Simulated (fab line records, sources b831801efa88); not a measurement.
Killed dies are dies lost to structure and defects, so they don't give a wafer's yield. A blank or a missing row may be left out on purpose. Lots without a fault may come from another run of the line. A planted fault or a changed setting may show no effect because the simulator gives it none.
fab line records | flow sky130
record lots=5 wafers=15 last_day=49
route steps=708 shown DNWELL@44 PWDE@45 NWELL@56 VT_ADJUST_HVTP@85
lots that met no fault: from a run of the same line without faults
start_h: hours from the record's first day to the start of the lot's first wafer shown | wait_h: hours since the lot's step before | " the same as in the row above | L1.1+2: a row that stands for several wafers | - no value, or no start given | * or withheld: withheld | < > ~ a bound
route shown NAME@n: a module of which the file shows steps, and the number in the route of the first | usual: mean/standard deviation of fault-free wafers | same: alike in all rows | chamber/n: place in a boat | sites: the reading at each site | _std_site: their standard deviation | _edge_site: outer sites' mean less inner sites' | radius_mm: how far each site lies from the wafer's centre | mask NAME#n: copy n | behind: the tool/chamber that last shaped the wafer | hold: why the lot was held/for how many hours/how that ended | device: the transistor (n, p or np) that didn't switch | end of line: the same wafers' tests at the end of the route | a step without rows: its recipe alone | killed: dies lost to structure and defects at the first sort, not the wafer's yield | map: a wafer's dies, x killed, . not, _ none there
set.NAME: the setting as run; set.NAME@STEP: as run at that earlier step | model.NAME: the simulator's own value behind a step, which no gauge read
lots at some steps of the route; a table a step, a row a wafer
services: from which hour (start_h, from the record's first day; less than 0 if before it) a tool's chamber was out of use, for how many hours, and why
## steps
# step SKY_DNWELL_TW_MEAS_09
# usual DNWELL_TW=1114/6.1
# columns lot.wafer tool chamber start_h wait_h DNWELL_TW
L074.1 film_metro-02 - 53.51 0.1 1127
L074.3 " - " " 1121
L074.6 " - " " 1117
L081.1 film_metro-02 - 94.35 0.1 1119
L081.3 " - " " 1114
L081.6 " - " " 1117
L083.1 film_metro-01 - 101.66 0.1 1111
L083.3 " - " " 1111
L083.5 " - " " 1111
L090.3 film_metro-01 - 135.77 0.1 1117
L090.4 " - " " 1111
L090.6 " - " " 1116
L091.1 film_metro-01 - 146.50 0.1 1112
L091.3 " - " " 1113
L091.6 " - " " 1113
# step SKY_PWDE_DEHYDRATE_00
# recipe temp_c=200 time_s=60
# usual heater_power_total_W=160.38/0.13
# columns lot.wafer tool chamber start_h wait_h heater_power_total_W
L074.1 litho_track-02 0 60.65 7.1 160.39
L074.3 " 0 " " 160.27
L074.6 " 0 " " 160.19
L081.1 litho_track-03 0 102.11 7.8 160.66
L081.3 " 0 " " 160.27
L081.6 " 0 " " 160.29
L083.1 litho_track-02 0 109.70 8.0 160.33
L083.3 " 0 " " 160.39
L083.5 " 0 " " 160.19
L090.3 litho_track-04 0 144.40 8.6 160.37
L090.4 " 0 " " 160.62
L090.6 " 0 " " 160.31
L091.1 litho_track-04 0 155.40 8.9 160.39
L091.3 " 0 " " 160.60
L091.6 " 0 " " 160.49
# step SKY_PWDE_HMDS_01
# recipe prime_time_s=60 prime_temp_c=120
# columns lot.wafer tool chamber start_h wait_h
L074.1+3+6 litho_track-02 0 60.80 0.1
L081.1+3+6 litho_track-03 0 102.26 0.1
L083.1+3+5 litho_track-02 0 109.85 0.1
L090.3+4+6 litho_track-04 0 144.55 0.1
L091.1+3+6 litho_track-04 0 155.55 0.1
# step SKY_PWDE_COAT_02
# recipe spin_rpm=2000 resist_thk_nm=3000
# columns lot.wafer tool chamber start_h wait_h
L074.1+3+6 litho_track-02 0 60.95 0.1
L081.1+3+6 litho_track-03 0 102.41 0.1
L083.1+3+5 litho_track-02 0 110.00 0.1
L090.3+4+6 litho_track-04 0 144.70 0.1
L091.1+3+6 litho_track-04 0 155.70 0.1
# step SKY_PWDE_SOFTBAKE_03
# recipe temp_c=110 time_s=withheld
# usual heater_power_total_W=65.31/0.14
# columns lot.wafer tool chamber start_h wait_h heater_power_total_W
L074.1 litho_track-02 0 61.10 0.1 65.43
L074.3 " 0 " " 65.22
L074.6 " 0 " " 65.55
L081.1 litho_track-03 0 102.56 0.1 65.27
L081.3 " 0 " " 65.06
L081.6 " 0 " " 65.46
L083.1 litho_track-02 0 110.15 0.1 65.10
L083.3 " 0 " " 65.18
L083.5 " 0 " " 65.32
L090.3 litho_track-04 0 144.87 0.1 65.06
L090.4 " 0 " " 65.22
L090.6 " 0 " " 65.36
L091.1 litho_track-04 0 155.85 0.1 65.34
L091.3 " 0 " " 65.25
L091.6 " 0 " " 65.56
# step SKY_PWDE_EXPOSE_04
# recipe mask_id=PWDEM na=0.6 source_shape=conventional sigma_outer=0.6 polarization=unpolarized target_cd_nm=840 dose_mj=214
# columns lot.wafer tool chamber start_h wait_h mask
L074.1+3+6 iline_stepper-02 0 - - PWDEM#0
L081.1+3+6 iline_stepper-01 0 - - PWDEM#0
L083.1+3+5 iline_stepper-01 0 - - PWDEM#0
L090.3+4+6 iline_stepper-01 0 - - PWDEM#0
L091.1+3+6 iline_stepper-02 0 - - PWDEM#0
# step SKY_PWDE_PEB_05
# recipe temp_c=115 time_s=withheld
# usual heater_power_total_W=69.34/0.13
# columns lot.wafer tool chamber start_h wait_h heater_power_total_W
L074.1 litho_track-03 0 - - 69.11
L074.3 " 0 " " 69.23
L074.6 " 0 " " 69.44
L081.1 litho_track-03 0 - - 69.33
L081.3 " 0 " " 69.25
L081.6 " 0 " " 69.35
L083.1 litho_track-04 0 - - 69.40
L083.3 " 0 " " 69.19
L083.5 " 0 " " 69.26
L090.3 litho_track-02 0 - - 69.62
L090.4 " 0 " " 69.47
L090.6 " 0 " " 69.38
L091.1 litho_track-03 0 - - 69.33
L091.3 " 0 " " 69.42
L091.6 " 0 " " 69.16
# step SKY_PWDE_DEVELOP_06
# recipe wall_angle_deg=90 developer=TMAH develop_time_s=60 dev_temp_c=23
# columns lot.wafer tool chamber start_h wait_h
L074.1+3+6 litho_track-03 0 - -
L081.1+3+6 litho_track-03 0 - -
L083.1+3+5 litho_track-04 0 - -
L090.3+4+6 litho_track-02 0 - -
L091.1+3+6 litho_track-03 0 - -
# step SKY_PWDE_OVL_MEAS_07
# usual PWDE_OVL=0.0/1.6
# columns lot.wafer tool chamber start_h wait_h PWDE_OVL[nm]
L074.1 overlay-01 - 69.16 - 0.0
L074.3 " - " " 0.0
L074.6 " - " " -1.0
L081.1 overlay-02 - 111.34 - 0.5
L081.3 " - " " 1.4
L081.6 " - " " 1.7
L083.1 overlay-01 - 119.65 - 1.0
L083.3 " - " " 0.6
L083.5 " - " " 0.7
L090.3 overlay-01 - 154.91 - 2.3
L090.4 " - " " 0.3
L090.6 " - " " 2.5
L091.1 overlay-02 - 166.56 - -1.2
L091.3 " - " " -1.9
L091.6 " - " " -2.7
# step SKY_PWDE_IMPLANT_08
# recipe species=B energy_kev=150 dose_cm2=3.6e+12 tilt_deg=withheld
# columns lot.wafer tool chamber start_h wait_h
L074.1+3+6 implanter-01 0 69.20 0.0
L081.1+3+6 implanter-02 0 111.37 0.0
L083.1+3+5 implanter-03 0 119.69 0.0
L090.3+4+6 implanter-01 0 154.99 0.1
L091.1+3+6 implanter-01 0 166.60 0.0
# step SKY_PWDE_STRIP_09
# recipe chemistry=O2/N2 power_w=1400 pressure_mtorr=1500 platen_temp_c=withheld o2_flow_sccm=3000 n2_flow_sccm=300 overash_fraction=0.5
# usual drypump_motor_current_A=5.8/0.5 n2_flow_sccm=300.0/0.86 oes_product_au=0.723/0.0043 strip_time_to_endpoint_s=36.93/0.11
# columns lot.wafer tool chamber start_h wait_h drypump_motor_current_A n2_flow_sccm oes_product_au rf_hours_counter_h strip_time_to_endpoint_s
L074.1 plasma_asher-02 0 69.35 0.1 6.3 300.6 0.726 24 37.05
L074.3 " 1 " " 6.0 300.1 0.716 - 36.97
L074.6 " 0 " " 6.3 300.1 0.721 - 37.08
L081.1 plasma_asher-02 1 111.54 0.1 6.0 300.1 0.712 29 36.92
L081.3 " 1 " " 6.0 301.3 0.724 - 37.00
L081.6 " 0 " " 6.4 300.7 0.722 - 36.93
L083.1 plasma_asher-01 1 119.84 0.1 4.8 300.8 0.726 0 36.90
L083.3 " 1 " " 4.8 300.6 0.722 - 36.93
L083.5 " 0 " " 5.7 300.3 0.719 - 36.89
L090.3 plasma_asher-03 0 155.12 0.1 6.1 299.5 0.729 - 36.96
L090.4 " 1 " " 6.0 300.5 0.722 - 36.92
L090.6 " 0 " " 6.1 298.8 0.720 - 36.88
L091.1 plasma_asher-01 1 166.75 0.1 4.8 298.2 0.722 5 36.97
L091.3 " 1 " " 4.8 299.1 0.723 - 36.99
L091.6 " 0 " " 5.7 299.4 0.726 - 36.98
# step SKY_PWDE_TW_MEAS_10
# usual PWDE_TW=374.5/1.9
# columns lot.wafer tool chamber start_h wait_h PWDE_TW
L074.1 film_metro-02 - 69.45 0.1 374.0
L074.3 " - " " 374.7
L074.6 " - " " 374.6
L081.1 film_metro-01 - 111.64 0.1 373.9
L081.3 " - " " 375.4
L081.6 " - " " 374.1
L083.1 film_metro-02 - 119.94 0.1 374.5
L083.3 " - " " 374.7
L083.5 " - " " 370.9
L090.3 film_metro-04 - 155.21 0.1 378.4
L090.4 " - " " 377.7
L090.6 " - " " 376.7
L091.1 film_metro-01 - 166.85 0.1 374.2
L091.3 " - " " 375.3
L091.6 " - " " 371.7
# step SKY_NWELL_DEHYDRATE_03
# recipe temp_c=200 time_s=60
# usual heater_power_total_W=160.34/0.12
# columns lot.wafer tool chamber start_h wait_h heater_power_total_W
L074.1 litho_track-04 0 76.05 6.6 160.23
L074.3 " 0 " " 160.19
L074.6 " 0 " " 160.45
L081.1 litho_track-04 0 120.60 8.9 160.27
L081.3 " 0 " " 160.17
L081.6 " 0 " " 160.60
L083.1 litho_track-03 0 127.76 7.8 160.17
L083.3 " 0 " " 160.31
L083.5 " 0 " " 160.32
L090.3 litho_track-01 0 165.35 10.1 160.23
L090.4 " 0 " " 160.29
L090.6 " 0 " " 160.52
L091.1 litho_track-01 0 175.70 8.8 160.40
L091.3 " 0 " " 160.28
L091.6 " 0 " " 160.40
# step SKY_NWELL_HMDS_04
# recipe prime_time_s=60 prime_temp_c=120
# columns lot.wafer tool chamber start_h wait_h
L074.1+3+6 litho_track-04 0 76.20 0.1
L081.1+3+6 litho_track-04 0 120.75 0.1
L083.1+3+5 litho_track-03 0 127.91 0.1
L090.3+4+6 litho_track-01 0 165.50 0.1
L091.1+3+6 litho_track-01 0 175.85 0.1
# step SKY_NWELL_COAT_05
# recipe spin_rpm=2000 resist_thk_nm=3000
# columns lot.wafer tool chamber start_h wait_h
L074.1+3+6 litho_track-04 0 76.35 0.1
L081.1+3+6 litho_track-04 0 120.90 0.1
L083.1+3+5 litho_track-03 0 128.06 0.1
L090.3+4+6 litho_track-01 0 165.65 0.1
L091.1+3+6 litho_track-01 0 176.00 0.1
# step SKY_NWELL_SOFTBAKE_06
# recipe temp_c=110 time_s=withheld
# usual heater_power_total_W=65.31/0.13
# columns lot.wafer tool chamber start_h wait_h heater_power_total_W
L074.1 litho_track-04 0 76.50 0.1 65.27
L074.3 " 0 " " 65.20
L074.6 " 0 " " 65.02
L081.1 litho_track-04 0 121.05 0.1 65.48
L081.3 " 0 " " 65.19
L081.6 " 0 " " 65.23
L083.1 litho_track-03 0 128.21 0.1 65.41
L083.3 " 0 " " 65.32
L083.5 " 0 " " 65.50
L090.3 litho_track-01 0 165.82 0.1 65.14
L090.4 " 0 " " 65.22
L090.6 " 0 " " 65.08
L091.1 litho_track-01 0 176.15 0.1 65.18
L091.3 " 0 " " 65.43
L091.6 " 0 " " 65.18
# step SKY_NWELL_EXPOSE_07
# recipe mask_id=NWM na=0.6 source_shape=conventional sigma_outer=0.6 polarization=unpolarized target_cd_nm=840 dose_mj=255
# columns lot.wafer tool chamber start_h wait_h mask
L074.1+3+6 iline_stepper-01 0 - - NWM#0
L081.1+3+6 iline_stepper-01 0 - - NWM#0
L083.1+3+5 iline_stepper-02 0 - - NWM#0
L090.3+4+6 iline_stepper-02 0 - - NWM#0
L091.1+3+6 iline_stepper-01 0 - - NWM#0
# step SKY_NWELL_PEB_08
# recipe temp_c=115 time_s=withheld
# usual heater_power_total_W=69.35/0.12
# columns lot.wafer tool chamber start_h wait_h heater_power_total_W
L074.1 litho_track-03 0 - - 69.42
L074.3 " 0 " " 69.33
L074.6 " 0 " " 69.41
L081.1 litho_track-04 0 - - 69.36
L081.3 " 0 " " 69.63
L081.6 " 0 " " 69.43
L083.1 litho_track-01 0 - - 69.47
L083.3 " 0 " " 69.14
L083.5 " 0 " " 69.17
L090.3 litho_track-01 0 - - 69.27
L090.4 " 0 " " 69.38
L090.6 " 0 " " 69.41
L091.1 litho_track-03 0 - - 69.42
L091.3 " 0 " " 69.24
L091.6 " 0 " " 69.26
# step SKY_NWELL_DEVELOP_09
# recipe wall_angle_deg=90 developer=TMAH develop_time_s=60 dev_temp_c=23
# columns lot.wafer tool chamber start_h wait_h
L074.1+3+6 litho_track-03 0 - -
L081.1+3+6 litho_track-04 0 - -
L083.1+3+5 litho_track-01 0 - -
L090.3+4+6 litho_track-01 0 - -
L091.1+3+6 litho_track-03 0 - -
# step SKY_NWELL_OVL_MEAS_10
# usual NWELL_00_OVL=-0.1/1.6
# columns lot.wafer tool chamber start_h wait_h NWELL_00_OVL[nm]
L074.1 overlay-01 - 84.86 - -0.5
L074.3 " - " " 0.7
L074.6 " - " " -0.5
L081.1 overlay-02 - 130.10 - 0.4
L081.3 " - " " 0.9
L081.6 " - " " -0.8
L083.1 overlay-01 - 137.60 - -2.5
L083.3 " - " " -1.8
L083.5 " - " " -1.6
L090.3 overlay-02 - 175.41 - 0.1
L090.4 " - " " -1.8
L090.6 " - " " -0.9
L091.1 overlay-02 - 187.01 - 0.0
L091.3 " - " " 0.4
L091.6 " - " " 0.6
# step SKY_NWELL_IMPLANT_11
# recipe species=P energy_kev=400 dose_cm2=1.9e+13 tilt_deg=withheld
# columns lot.wafer tool chamber start_h wait_h
L074.1+3+6 implanter-04 0 84.90 0.0
L081.1+3+6 implanter-01 0 130.14 0.0
L083.1+3+5 implanter-01 0 137.64 0.0
L090.3+4+6 implanter-01 0 175.49 0.1
L091.1+3+6 implanter-01 0 187.05 0.0
# step SKY_NWELL_IMPLANT_12
# recipe species=P energy_kev=120 dose_cm2=1.3e+12 tilt_deg=withheld
# columns lot.wafer tool chamber start_h wait_h
L074.1+3+6 implanter-04 0 85.05 0.1
L081.1+3+6 implanter-01 0 130.29 0.1
L083.1+3+5 implanter-01 0 137.79 0.1
L090.3+4+6 implanter-01 0 175.64 0.1
L091.1+3+6 implanter-01 0 187.20 0.1
# step SKY_NWELL_IMPLANT_13
# recipe species=P energy_kev=50 dose_cm2=7e+11 tilt_deg=withheld
# columns lot.wafer tool chamber start_h wait_h
L074.1+3+6 implanter-04 0 85.20 0.1
L081.1+3+6 implanter-01 0 130.44 0.1
L083.1+3+5 implanter-01 0 137.94 0.1
L090.3+4+6 implanter-01 0 175.79 0.1
L091.1+3+6 implanter-01 0 187.35 0.1
# step SKY_NWELL_STRIP_14
# recipe chemistry=O2/N2 power_w=1400 pressure_mtorr=1500 platen_temp_c=withheld o2_flow_sccm=3000 n2_flow_sccm=300 overash_fraction=0.5
# usual drypump_motor_current_A=6.2/0.37 n2_flow_sccm=300.0/0.93 oes_product_au=0.722/0.0043 strip_time_to_endpoint_s=36.93/0.12
# columns lot.wafer tool chamber start_h wait_h drypump_motor_current_A n2_flow_sccm oes_product_au rf_hours_counter_h strip_time_to_endpoint_s
L074.1 plasma_asher-02 0 85.35 0.1 6.4 301.6 0.718 26 36.81
L074.3 " 1 " " 6.0 299.7 0.724 - 36.91
L074.6 " 1 " " 6.0 301.6 0.720 - 36.90
L081.1 plasma_asher-03 0 130.59 0.1 6.1 299.7 0.722 46 36.84
L081.3 " 0 " " 6.1 299.9 0.726 - 36.94
L081.6 " 0 " " 6.1 299.7 0.725 - 37.03
L083.1 plasma_asher-04 1 138.09 0.1 5.9 299.7 0.726 47 37.19
L083.3 " 0 " " 6.8 300.3 0.720 - 37.06
L083.5 " 0 " " 6.9 300.5 0.722 - 37.14
L090.3 plasma_asher-04 0 175.92 0.1 6.8 300.5 0.719 - 36.83
L090.4 " 1 " " 5.8 301.4 0.723 - 36.78
L090.6 " 0 " " 6.8 299.9 0.725 - 36.85
L091.1 plasma_asher-04 1 187.50 0.1 5.8 299.1 0.726 52 36.86
L091.3 " 1 " " 5.8 298.2 0.720 - 36.91
L091.6 " 0 " " 6.9 299.6 0.717 - 36.82
# step SKY_NWELL_TW_MEAS_15
# usual NWELL_TW=1822/8.9
# columns lot.wafer tool chamber start_h wait_h NWELL_TW
L074.1 film_metro-02 - 85.45 0.1 1826
L074.3 " - " " 1837
L074.6 " - " " 1829
L081.1 film_metro-04 - 130.69 0.1 1816
L081.3 " - " " 1817
L081.6 " - " " 1820
L083.1 film_metro-01 - 138.19 0.1 1816
L083.3 " - " " 1808
L083.5 " - " " 1812
L090.3 film_metro-02 - 176.01 0.1 1821
L090.4 " - " " 1809
L090.6 " - " " 1814
L091.1 film_metro-01 - 187.60 0.1 1823
L091.3 " - " " 1831
L091.6 " - " " 1823
# step SKY_NWELL_DEHYDRATE_16
# recipe temp_c=200 time_s=60
# usual heater_power_total_W=160.37/0.12
# columns lot.wafer tool chamber start_h wait_h heater_power_total_W
L074.1 litho_track-04 0 93.20 7.7 160.21
L074.3 " 0 " " 160.40
L074.6 " 0 " " 160.62
L081.1 litho_track-04 0 139.60 8.9 160.36
L081.3 " 0 " " 160.24
L081.6 " 0 " " 160.30
L083.1 litho_track-04 0 146.25 8.1 160.33
L083.3 " 0 " " 160.59
L083.5 " 0 " " 160.35
L090.3 litho_track-04 0 186.15 10.1 160.38
L090.4 " 0 " " 160.48
L090.6 " 0 " " 160.32
L091.1 litho_track-04 0 197.70 10.1 160.24
L091.3 " 0 " " 160.39
L091.6 " 0 " " 160.26
# step SKY_NWELL_HMDS_17
# recipe prime_time_s=60 prime_temp_c=120
# columns lot.wafer tool chamber start_h wait_h
L074.1+3+6 litho_track-04 0 93.35 0.1
L081.1+3+6 litho_track-04 0 139.75 0.1
L083.1+3+5 litho_track-04 0 146.40 0.1
L090.3+4+6 litho_track-04 0 186.30 0.1
L091.1+3+6 litho_track-04 0 197.85 0.1
# step SKY_NWELL_COAT_18
# recipe spin_rpm=2000 resist_thk_nm=3000
# columns lot.wafer tool chamber start_h wait_h
L074.1+3+6 litho_track-04 0 93.50 0.1
L081.1+3+6 litho_track-04 0 139.90 0.1
L083.1+3+5 litho_track-04 0 146.55 0.1
L090.3+4+6 litho_track-04 0 186.45 0.1
L091.1+3+6 litho_track-04 0 198.00 0.1
# step SKY_NWELL_SOFTBAKE_19
# recipe temp_c=110 time_s=withheld
# usual heater_power_total_W=65.34/0.15
# columns lot.wafer tool chamber start_h wait_h heater_power_total_W
L074.1 litho_track-04 0 93.65 0.1 65.14
L074.3 " 0 " " 65.47
L074.6 " 0 " " 65.39
L081.1 litho_track-04 0 140.05 0.1 65.38
L081.3 " 0 " " 65.07
L081.6 " 0 " " 65.38
L083.1 litho_track-04 0 146.70 0.1 65.23
L083.3 " 0 " " 65.24
L083.5 " 0 " " 65.37
L090.3 litho_track-04 0 186.62 0.1 65.09
L090.4 " 0 " " 65.47
L090.6 " 0 " " 65.36
L091.1 litho_track-04 0 198.15 0.1 65.51
L091.3 " 0 " " 65.43
L091.6 " 0 " " 65.33
# step SKY_NWELL_EXPOSE_20
# recipe mask_id=NWM_COMPLEMENT na=0.6 source_shape=conventional sigma_outer=0.6 polarization=unpolarized target_cd_nm=840 dose_mj=260
# columns lot.wafer tool chamber start_h wait_h mask
L074.1+3+6 iline_stepper-01 0 - - NWM_COMPLEMENT#0
L081.1+3+6 iline_stepper-01 0 - - NWM_COMPLEMENT#0
L083.1+3+5 iline_stepper-02 0 - - NWM_COMPLEMENT#0
L090.3+4+6 iline_stepper-01 0 - - NWM_COMPLEMENT#0
L091.1+3+6 iline_stepper-01 0 - - NWM_COMPLEMENT#0
# step SKY_NWELL_PEB_21
# recipe temp_c=115 time_s=withheld
# usual heater_power_total_W=69.36/0.12
# columns lot.wafer tool chamber start_h wait_h heater_power_total_W
L074.1 litho_track-03 0 - - 69.48
L074.3 " 0 " " 69.27
L074.6 " 0 " " 69.36
L081.1 litho_track-01 0 - - 69.32
L081.3 " 0 " " 69.27
L081.6 " 0 " " 69.42
L083.1 litho_track-01 0 - - 69.50
L083.3 " 0 " " 69.14
L083.5 " 0 " " 69.37
L090.3 litho_track-03 0 - - 69.33
L090.4 " 0 " " 69.38
L090.6 " 0 " " 69.28
L091.1 litho_track-03 0 - - 69.33
L091.3 " 0 " " 69.27
L091.6 " 0 " " 69.19
# step SKY_NWELL_DEVELOP_22
# recipe wall_angle_deg=90 developer=TMAH develop_time_s=60 dev_temp_c=23
# columns lot.wafer tool chamber start_h wait_h
L074.1+3+6 litho_track-03 0 - -
L081.1+3+6 litho_track-01 0 - -
L083.1+3+5 litho_track-01 0 - -
L090.3+4+6 litho_track-03 0 - -
L091.1+3+6 litho_track-03 0 - -
# step SKY_NWELL_OVL_MEAS_23
# usual NWELL_01_OVL=-0.3/1.3
# columns lot.wafer tool chamber start_h wait_h NWELL_01_OVL[nm]
L074.1 overlay-02 - 102.11 - 0.5
L074.3 " - " " -0.9
L074.6 " - " " -1.4
L081.1 overlay-02 - 149.55 - -1.0
L081.3 " - " " -0.4
L081.6 " - " " -0.3
L083.1 overlay-02 - 156.45 - -0.4
L083.3 " - " " 0.0
L083.5 " - " " -1.4
L090.3 overlay-01 - 197.32 - -1.9
L090.4 " - " " -0.2
L090.6 " - " " -0.9
L091.1 overlay-01 - 208.71 - 0.6
L091.3 " - " " -0.9
L091.6 " - " " -0.2
# step SKY_NWELL_IMPLANT_24
# recipe species=B energy_kev=140 dose_cm2=9.2e+12 tilt_deg=withheld
# columns lot.wafer tool chamber start_h wait_h
L074.1+3+6 implanter-04 0 102.15 0.0
L081.1+3+6 implanter-01 0 149.59 0.0
L083.1+3+5 implanter-01 0 156.49 0.0
L090.3+4+6 implanter-04 0 197.40 0.1
L091.1+3+6 implanter-01 0 208.75 0.0
# step SKY_NWELL_STRIP_25
# recipe chemistry=O2/N2 power_w=1400 pressure_mtorr=1500 platen_temp_c=withheld o2_flow_sccm=3000 n2_flow_sccm=300 overash_fraction=0.5
# usual drypump_motor_current_A=6.2/0.31 n2_flow_sccm=300.1/0.95 oes_product_au=0.722/0.0046 strip_time_to_endpoint_s=36.94/0.091
# columns lot.wafer tool chamber start_h wait_h drypump_motor_current_A n2_flow_sccm oes_product_au rf_hours_counter_h strip_time_to_endpoint_s
L074.1 plasma_asher-02 1 102.30 0.1 6.1 300.9 0.720 28 36.94
L074.3 " 0 " " 6.3 299.7 0.725 - 36.98
L074.6 " 1 " " 6.0 300.2 0.721 - 36.91
L081.1 plasma_asher-03 0 149.74 0.1 6.1 299.8 0.723 48 36.99
L081.3 " 1 " " 6.0 300.2 0.715 - 37.04
L081.6 " 1 " " 6.0 300.2 0.725 - 36.99
L083.1 plasma_asher-03 0 156.64 0.1 6.1 301.4 0.730 48 36.94
L083.3 " 0 " " 6.1 300.7 0.722 - 36.99
L083.5 " 0 " " 6.1 300.0 0.717 - 36.95
L090.3 plasma_asher-02 0 197.53 0.1 6.3 300.4 0.730 - 36.94
L090.4 " 1 " " 6.0 298.6 0.720 - 36.84
L090.6 " 1 " " 6.0 298.4 0.722 - 36.98
L091.1 plasma_asher-03 1 208.90 0.1 6.0 301.5 0.719 53 36.99
L091.3 " 0 " " 6.1 302.1 0.722 - 36.94
L091.6 " 0 " " 6.1 301.1 0.712 - 36.94
# step SKY_NWELL_TW_MEAS_26
# usual NWELL_2_TW=497.4/2.6
# columns lot.wafer tool chamber start_h wait_h NWELL_2_TW
L074.1 film_metro-04 - 102.40 0.1 498.9
L074.3 " - " " 498.7
L074.6 " - " " 496.5
L081.1 film_metro-02 - 149.84 0.1 498.0
L081.3 " - " " 497.3
L081.6 " - " " 497.2
L083.1 film_metro-04 - 156.74 0.1 501.7
L083.3 " - " " 501.4
L083.5 " - " " 501.2
L090.3 film_metro-04 - 197.62 0.1 497.4
L090.4 " - " " 496.1
L090.6 " - " " 499.1
L091.1 film_metro-02 - 209.00 0.1 503.5
L091.3 " - " " 499.1
L091.6 " - " " 502.6
# step SKY_NWELL_CLEAN_27
# recipe chemistry=SC1/SC2 mix=1:4:20 temp_c=70 time_s=150 dry=n2_spin
# columns lot.wafer tool chamber start_h wait_h
L074.1+3+6 wet_bench-01 3 102.46 0.1
L081.1+3+6 wet_bench-04 1 149.90 0.1
L083.1+3+5 wet_bench-04 3 156.80 0.1
L090.3+4+6 wet_bench-01 2 197.66 0.0
L091.1+3+6 wet_bench-01 0 209.06 0.1
# step SKY_NWELL_RTA_28
# recipe temp_c=1050 time_s=30 idle_temp_c=650 ramp_up_c_per_s=150 ramp_down_c_per_s=90 ambient=N2
# usual lamp_power_pct=25.31/0.055 wafer_temp_C_max=1054.9/0.99
# columns lot.wafer tool chamber start_h wait_h lamp_power_pct wafer_temp_C_max
L074.1 rtp_anneal-01 0 102.51 0.0 25.36 1055.4
L074.3 " 0 " " 25.26 1054.3
L074.6 " 0 " " 25.29 1054.4
L081.1 rtp_anneal-01 0 149.95 0.0 25.26 1054.9
L081.3 " 0 " " 25.24 1053.9
L081.6 " 0 " " 25.33 1054.0
L083.1 rtp_anneal-01 0 156.85 0.0 25.31 1053.9
L083.3 " 0 " " 25.32 1053.6
L083.5 " 0 " " 25.41 1055.0
L090.3 rtp_anneal-01 0 197.74 0.0 25.32 1054.3
L090.4 " 0 " " 25.30 1053.1
L090.6 " 0 " " 25.33 1055.7
L091.1 rtp_anneal-01 0 209.11 0.0 25.29 1053.2
L091.3 " 0 " " 25.33 1056.7
L091.6 " 0 " " 25.34 1054.7
# step SKY_NWELL_RS_MEAS_29
# recipe thk_meas_gauge=four-point-probe
# usual NWELL_RS=624.5/1.4
# columns lot.wafer tool chamber start_h wait_h NWELL_RS[ohm/sq]
L074.1 film_metro-02 - 102.61 0.1 624.9
L074.3 " - " " 624.1
L074.6 " - " " 624.7
L081.1 film_metro-01 - 150.05 0.1 624.9
L081.3 " - " " 625.7
L081.6 " - " " 623.9
L083.1 film_metro-02 - 156.95 0.1 624.5
L083.3 " - " " 625.6
L083.5 " - " " 625.1
L090.3 film_metro-01 - 197.85 0.1 627.0
L090.4 " - " " 625.8
L090.6 " - " " 625.9
L091.1 film_metro-01 - 209.21 0.1 626.9
L091.3 " - " " 626.4
L091.6 " - " " 625.0
# step SKY_NWELL_RS_MEAS_31
# recipe thk_meas_gauge=four-point-probe
# usual PWDE_RS=5278/17
# columns lot.wafer tool chamber start_h wait_h PWDE_RS[ohm/sq]
L074.1 film_metro-02 - 102.85 0.1 5276
L074.3 " - " " 5278
L074.6 " - " " 5277
L081.1 film_metro-01 - 150.29 0.1 5283
L081.3 " - " " 5290
L081.6 " - " " 5288
L083.1 film_metro-02 - 157.19 0.1 5282
L083.3 " - " " 5270
L083.5 " - " " 5281
L090.3 film_metro-01 - 198.09 0.1 5274
L090.4 " - " " 5279
L090.6 " - " " 5296
L091.1 film_metro-01 - 209.45 0.1 5252
L091.3 " - " " 5275
L091.6 " - " " 5286
# step SKY_VT_ADJUST_HVTP_DEHYDRATE_00
# recipe temp_c=200 time_s=60
# usual heater_power_total_W=160.40/0.13
# columns lot.wafer tool chamber start_h wait_h heater_power_total_W
L074.1 litho_track-02 0 110.95 8.1 160.53
L074.3 " 0 " " 160.31
L074.6 " 0 " " 160.32
L081.1 litho_track-04 0 160.15 9.8 160.36
L081.3 " 0 " " 160.17
L081.6 " 0 " " 160.52
L083.1 litho_track-02 0 166.60 9.4 160.28
L083.3 " 0 " " 160.38
L083.5 " 0 " " 160.15
L090.3 litho_track-02 0 208.25 10.1 160.55
L090.4 " 0 " " 160.35
L090.6 " 0 " " 160.51
L091.1 litho_track-04 0 220.55 11.1 160.48
L091.3 " 0 " " 160.33
L091.6 " 0 " " 160.53
# step SKY_VT_ADJUST_HVTP_HMDS_01
# recipe prime_time_s=60 prime_temp_c=120
# columns lot.wafer tool chamber start_h wait_h
L074.1+3+6 litho_track-02 0 111.10 0.1
L081.1+3+6 litho_track-04 0 160.30 0.1
L083.1+3+5 litho_track-02 0 166.75 0.1
L090.3+4+6 litho_track-02 0 208.40 0.1
L091.1+3+6 litho_track-04 0 220.70 0.1
# step SKY_VT_ADJUST_HVTP_COAT_02
# recipe resist=NOVOLAK spin_rpm=3000 resist_thk_nm=1140
# columns lot.wafer tool chamber start_h wait_h
L074.1+3+6 litho_track-02 0 111.25 0.1
L081.1+3+6 litho_track-04 0 160.45 0.1
L083.1+3+5 litho_track-02 0 166.90 0.1
L090.3+4+6 litho_track-02 0 208.55 0.1
L091.1+3+6 litho_track-04 0 220.85 0.1
## services
# columns tool chamber start_h hours kind
plasma_asher-04 - 37.62 2.6 repair
plasma_asher-01 - 44.27 17.3 repair
implanter-01 - 51.34 3.5 pm
wet_bench-04 - 51.69 21.5 repair
iline_stepper-01 - 59.24 2.1 pm
iline_stepper-01 - 61.32 - consumable_replace:lamp
wet_bench-04 - 80.11 6.7 repair
implanter-01 - 104.67 11.4 pm
plasma_asher-03 - 105.98 2.8 pm
plasma_asher-01 - 108.75 9.0 pm
plasma_asher-01 0 108.75 9.0 vent_cycle
plasma_asher-01 1 108.75 9.0 vent_cycle
implanter-04 - 114.66 3.7 pm
wet_bench-01 - 117.57 68.5 pm
implanter-02 - 127.72 3.1 pm
plasma_asher-02 - 128.01 9.0 repair
iline_stepper-02 - 177.73 4.4 pm
implanter-04 - 187.61 2.0 repair
iline_stepper-01 - 189.74 1.7 pm
implanter-02 - 208.42 1.6 repair
implanter-02 - 210.45 10.0 repair
iline_stepper-01 - 211.66 8.9 pm
iline_stepper-02 - 216.83 3.2 repair
iline_stepper-02 - 220.65 1.7 pm
## key
fault none
